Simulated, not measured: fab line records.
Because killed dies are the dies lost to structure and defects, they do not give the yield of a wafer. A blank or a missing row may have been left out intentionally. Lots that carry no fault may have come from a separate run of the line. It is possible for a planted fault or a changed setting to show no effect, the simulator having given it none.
Which tool was responsible? ; flow sky130 ; 42 wafers from 14 lots sampled at 5 of the route's 708 steps

== WHAT THE GAUGES READ, wafer by wafer ==
SKY_DNWELL_TW_MEAS_09. Usual: DNWELL_TW typically reads 1118, with standard deviation 8.2.
lot;measured;on;DNWELL_TW;flag
L727;day 3 02:41;filmMetro-02;1125 1133 1129;
L728;day 3 09:43;filmMetro-03;1116 1121 1127;
L729;day 3 16:11;filmMetro-04;1109 1102 1102;
L731;day 4 00:14;filmMetro-04;1130 1132 1132;
L732;day 4 05:37;filmMetro-02;1116 1113 1111;
L733;day 4 10:49;filmMetro-04;1126 1120 1117;
L735;day 5 00:02;filmMetro-02;1112 1102 1103;
L736;day 5 08:28;filmMetro-03;1121 1120 1129;
L738;day 5 17:16;filmMetro-02;1104 1108 1104;
L739;day 5 23:52;filmMetro-02;1102 1104 1106;
L741;day 6 13:28;filmMetro-04;1116 1121 1127;
L746;day 7 12:58;filmMetro-04;1125 1121 1120;
L748;day 8 05:10;filmMetro-03;1111 1120 1120;
L750;day 8 16:11;filmMetro-02;1118 1110 1117;

SKY_VT_ADJUST_HVTR_TW_MEAS_11. Usual: VT_ADJUST_HVTR_TW typically reads 211.9, with standard deviation 1.2.
lot;measured;on;VT_ADJUST_HVTR_TW;flag
L727;day 9 08:45;filmMetro-04;211.4 212.5 213.0;
L728;day 9 18:57;filmMetro-04;212.2 213.2 211.5;
L729;day 10 03:39;filmMetro-03;211.8 212.2 212.4;
L731;day 10 14:05;filmMetro-04;212.5 214.1 214.1;
L732;day 11 03:11;filmMetro-02;209.9 208.8 209.2;
L733;day 11 04:41;filmMetro-03;212.6 212.0 212.3;
L735;day 12 05:38;filmMetro-03;211.4 211.7 211.9;
L736;day 12 09:05;filmMetro-02;211.9 211.3 211.0;
L738;day 13 06:02;filmMetro-03;30.2 30.1 30.0;OFF
L739;day 13 08:11;filmMetro-04;30.2 30.1 30.2;OFF
L741;day 14 02:11;filmMetro-04;212.7 211.4 211.9;
L746;day 15 12:38;filmMetro-04;212.8 213.2 212.5;
L748;day 16 11:02;filmMetro-03;210.9 211.1 210.7;
L750;day 17 03:42;filmMetro-03;212.4 211.8 212.7;

SKY_SONOS_TUNNEL_CD_MEAS_07 targets a cd of 410 nm. Usual: 410.7 nm for cdNm, sd 1.9.
lot;measured;on;cdNm (nm);flag
L727;day 11 05:49;cdSem-02;412.1 410.0 410.3;
L728;day 11 17:23;cdSem-02;411.9 412.4 413.2;
L729;day 12 02:41;cdSem-02;415.4 411.4 412.8;
L731;day 12 14:37;cdSem-01;407.6 408.9 411.3;
L732;day 13 05:01;cdSem-02;410.6 410.4 412.8;
L733;day 13 07:07;cdSem-02;410.9 410.9 411.5;
L735;day 14 09:08;cdSem-01;410.2 411.6 409.4;
L736;day 14 11:28;cdSem-01;408.1 408.6 410.0;
L741;day 16 09:49;cdSem-02;409.9 409.7 412.2;
L746;day 17 20:40;cdSem-01;412.7 413.9 415.1;
L748;day 18 21:01;cdSem-01;412.3 413.5 411.1;
L750;day 19 15:13;cdSem-01;410.9 412.0 412.7;

SKY_SONOS_ONO_THK_MEAS_01. Usual: SONOS_ONO_OXIDATION_THK typically reads 2.61 nm, with standard deviation 0.055.
lot;measured;on;SONOS_ONO_OXIDATION_THK (nm);flag
L727;day 11 08:13;filmMetro-03;2.52 2.52 2.54;
L728;day 11 19:22;filmMetro-03;2.49 2.46 2.55;
L729;day 12 04:40;filmMetro-01;2.64 2.59 2.62;
L731;day 12 16:52;filmMetro-03;2.61 2.65 2.57;
L732;day 13 08:10;filmMetro-03;2.69 2.68 2.65;
L733;day 13 10:04;filmMetro-02;2.58 2.65 2.57;
L735;day 14 11:13;filmMetro-01;2.62 2.61 2.55;
L736;day 14 13:38;filmMetro-03;2.56 2.53 2.49;
L741;day 16 13:49;filmMetro-03;2.67 2.58 2.61;
L746;day 17 23:39;filmMetro-03;2.64 2.60 2.62;
L748;day 18 23:14;filmMetro-02;2.66 2.72 2.61;
L750;day 19 17:20;filmMetro-01;2.60 2.64 2.63;

== WHAT TOOL EACH LOT RAN ON (gives the tool, then ch and the chambers of the sampled wafers, and finally the start) ==
lot;SKY_VT_ADJUST_HVTR_IMPLANT_09
L727;implanter-01 ch 0, day 9 08:30
L728;implanter-03 ch 0, day 9 18:43
L729;implanter-03 ch 0, day 10 03:25
L731;implanter-01 ch 0, day 10 13:50
L732;implanter-01 ch 0, day 11 02:56
L733;implanter-03 ch 0, day 11 04:26
L735;implanter-02 ch 0, day 12 05:24
L736;implanter-02 ch 0, day 12 08:50
L738;implanter-02, day 13 05:47
L739;implanter-03, day 13 07:56
L741;implanter-02 ch 0, day 14 01:56
L746;implanter-02 ch 0, day 15 12:23
L748;implanter-03 ch 0, day 16 10:47
L750;implanter-02 ch 0, day 17 03:29
- SKY_VT_ADJUST_HVTR_IMPLANT_09

== WHAT THE TOOLS THEMSELVES READ (means of the sampled wafers that have a number; where no wafer has one, the mark that the record gives instead) ==
SKY_VT_ADJUST_HVTR_IMPLANT_09. Usual: beamEnergyKeV 10.001, standard deviation 0.0034; beamOnS 10.03 s, standard deviation 0.2.
lot;tool;beamEnergyKeV;beamOnS (s);flag
L727;implanter-01;10.002;9.94;
L728;implanter-03;10.001;10.04;
L729;implanter-03;10.001;9.89;
L731;implanter-01;10.003;10.04;
L732;implanter-01;9.998;9.95;
L733;implanter-03;9.999;10.01;
L735;implanter-02;10.001;10.06;
L736;implanter-02;9.999;10.14;
L738;implanter-02;-;-;OFF
L739;implanter-03;-;-;OFF
L741;implanter-02;10.002;9.94;
L746;implanter-02;10.000;10.12;
L748;implanter-03;9.996;10.12;
L750;implanter-02;10.002;10.12;

== THE ANSWER, worked out from the rows above alone ==
Rule: a lot counts as off when the mean over its wafers that have a number is more than 3 standard deviations away from the usual mean. Also off: a lot with no number at a reading for which 4 or more lots have one. All remaining lots with rows at the step are treated as sound. The gauges are gone through in route order, then the tools' own readings, and for those a lot's mean is taken as printed above. The first step at which some lot is off is used, and at that step the reading that is off furthest; a lot without a number counts as furthest.
Off: L738, L739, at SKY_VT_ADJUST_HVTR_TW_MEAS_11 (VT_ADJUST_HVTR_TW).
If a tool, at a process step before that reading, ran all the lots that are off and no sound lot after the first of them, it fits. Not tried: the gauges at SKY_VT_ADJUST_HVTR_TW_MEAS_11; whatever is off there is also off at SKY_VT_ADJUST_HVTR_IMPLANT_09, on other tools, and gauge error can't account for it. Of those tried, none fits.

== WHAT THE SIMULATOR HAD PUT IN ==
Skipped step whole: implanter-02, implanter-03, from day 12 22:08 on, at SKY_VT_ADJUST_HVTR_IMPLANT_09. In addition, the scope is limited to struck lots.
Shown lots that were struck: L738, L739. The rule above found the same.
